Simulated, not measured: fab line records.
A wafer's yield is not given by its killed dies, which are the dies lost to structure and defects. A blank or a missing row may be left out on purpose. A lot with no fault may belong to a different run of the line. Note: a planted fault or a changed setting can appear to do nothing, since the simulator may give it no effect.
2 desks looking at one fault | flow gf180mcu | each desk holds nothing but its own numbers, with what lay behind them at the end

## DESK OF THE TOOL OWNER: iline-stepper-02
The tool's own readings at GF_VT_IMPLANT_EXPOSE_15 (exposes mask Nwell LV AREA, target cd 860 nm): means of the sampled wafers that have a number, for each lot that ran on this tool. Marked OUT: a lot whose mean sits more than 4 standard deviations from the usual mean, which makes it out of limits; the brackets give that distance.
Columns: A = exposure-dose-mJ-cm2 at GF_VT_IMPLANT_EXPOSE_15, usual 140.05; B = focus-offset-nm at GF_VT_IMPLANT_EXPOSE_15, usual 0.0 nm
lot  | first seen here | A      | B
L110 | day 8 06:35     | 140.01 | 0.2
L118 | day 10 06:36    | 139.97 | 0.5
L123 | day 11 14:55    | 139.72 | 0.3
This desk's finding: nothing out of limits on any of the 3 lots.

## AT THE METROLOGY DESK
What the gauges read for every lot (on any tool): the sampled wafers with a number, averaged. Marked OUT: a lot whose mean sits more than 4 standard deviations from the usual mean, which makes it out of limits; the brackets give that distance.
Columns: A = VT_IMPLANT_OVL at GF_VT_IMPLANT_OVL_MEAS_07, usual -0.3 nm; B = VT_IMPLANT_TW at GF_VT_IMPLANT_TW_MEAS_10, usual 561.4
lot  | first seen here | A    | B
L107 | day 7 02:22     | -0.1 | 561.0
L108 | day 7 08:43     | -0.9 | 561.8
L109 | day 7 19:08     | -0.1 | 562.5
L110 | day 7 22:17     | -1.0 | 560.0
L115 | day 9 05:07     | -1.1 | 558.0
L118 | day 9 21:44     | -1.0 | 560.0
L123 | day 11 05:17    | 0.1  | 561.8
This desk's finding: nothing out of limits on any of the 7 lots.

## PUT TOGETHER
The tool owner's desk saw nothing out of limits.
At the metrology desk, nothing out of limits was observed.

## WHAT THE SIMULATOR PUT IN
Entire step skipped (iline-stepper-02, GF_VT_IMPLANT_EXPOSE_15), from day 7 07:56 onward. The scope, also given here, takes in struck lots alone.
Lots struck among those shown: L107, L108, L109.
